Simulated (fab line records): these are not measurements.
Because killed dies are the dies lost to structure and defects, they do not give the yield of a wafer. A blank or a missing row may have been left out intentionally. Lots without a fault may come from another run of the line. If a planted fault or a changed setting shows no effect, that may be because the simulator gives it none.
The same fault as seen by 2 desks	flow gf180mcu	each desk holds nothing but its own numbers, with what lay behind them at the end

== AT THE METROLOGY DESK ==
What the gauges read, lot by lot, whatever tool the lot ran on: means of the sampled wafers that have a number. If a lot's mean is further than 4 standard deviations from the usual mean, the lot is out of limits and carries the mark OUT (the distance appears in the brackets).
Columns: A = cdNm at GF_M1_CD_MEAS_14, usual 230.1 nm; B = M1_OVL at GF_M1_OVL_MEAS_15, usual 0 nm
lot	first seen here	A	B
L491	day 17 01:43	229.2	-1
L492	day 17 07:19	230.5	-1
L493	day 17 18:02	230.2	3
L495	day 18 14:38	230.9	-3
L497	day 19 09:50	231.0	-3
L498	day 19 23:02	230.3	-1
L499	day 20 06:21	228.1	-5
L501	day 21 03:23	229.8	3
L506	day 22 16:25	219.6 (-9.5) OUT	2
L508	day 23 09:48	221.3 (-8.0) OUT	1
L510	day 24 00:12	229.8	2
L514	day 25 04:44	229.4	-3
This desk's finding: out of limits on L506, L508; first on L506, day 22 16:25 (cdNm at GF_M1_CD_MEAS_14). L491, L492, L493, L495, L497, L498, L499, L501, L510, L514: within limits.

== DESK OF THE TOOL OWNER: krfScanner-01 ==
The tool's own readings at GF_M1_EXPOSE_11 (exposes mask Metal1, target cd 230 nm): means of the sampled wafers that have a number, for each lot that ran on this tool. If a lot's mean is further than 4 standard deviations from the usual mean, the lot is out of limits and carries the mark OUT (the distance appears in the brackets).
Columns: A = exposureDoseMJCm2 at GF_M1_EXPOSE_11, usual 27.96
lot	first seen here	A
L491	day 16 14:34	27.94
L492	day 16 20:16	27.93
L493	day 17 06:25	27.92
L495	day 18 02:53	27.96
L499	day 19 18:31	27.97
L506	day 22 05:14	30.03 (+67) OUT
L508	day 22 22:07	29.63 (+54) OUT
This desk's finding: out of limits on L506, L508; first on L506, day 22 05:14 (exposureDoseMJCm2 at GF_M1_EXPOSE_11). L491, L492, L493, L495, L499: within limits.

== BROUGHT TOGETHER ==
On L506, L508, at day 22 05:14, an alarm was possible from the tool owner's desk.
An alarm was possible from the metrology desk at day 22 16:25, on L506, L508.
On krfScanner-01, each named lot ran GF_M1_EXPOSE_11.

== WHAT THE SIMULATOR HAD PUT IN ==
Drift in process parameters on krfScanner-01 at GF_M1_EXPOSE_11, starting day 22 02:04. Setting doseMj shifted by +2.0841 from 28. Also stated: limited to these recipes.
Struck lots among those shown: L506, L508.
Delay (hours) between the fault's onset and each desk's first out-of-limits reading: 3 at the tool owner's desk, 14 at the metrology desk.
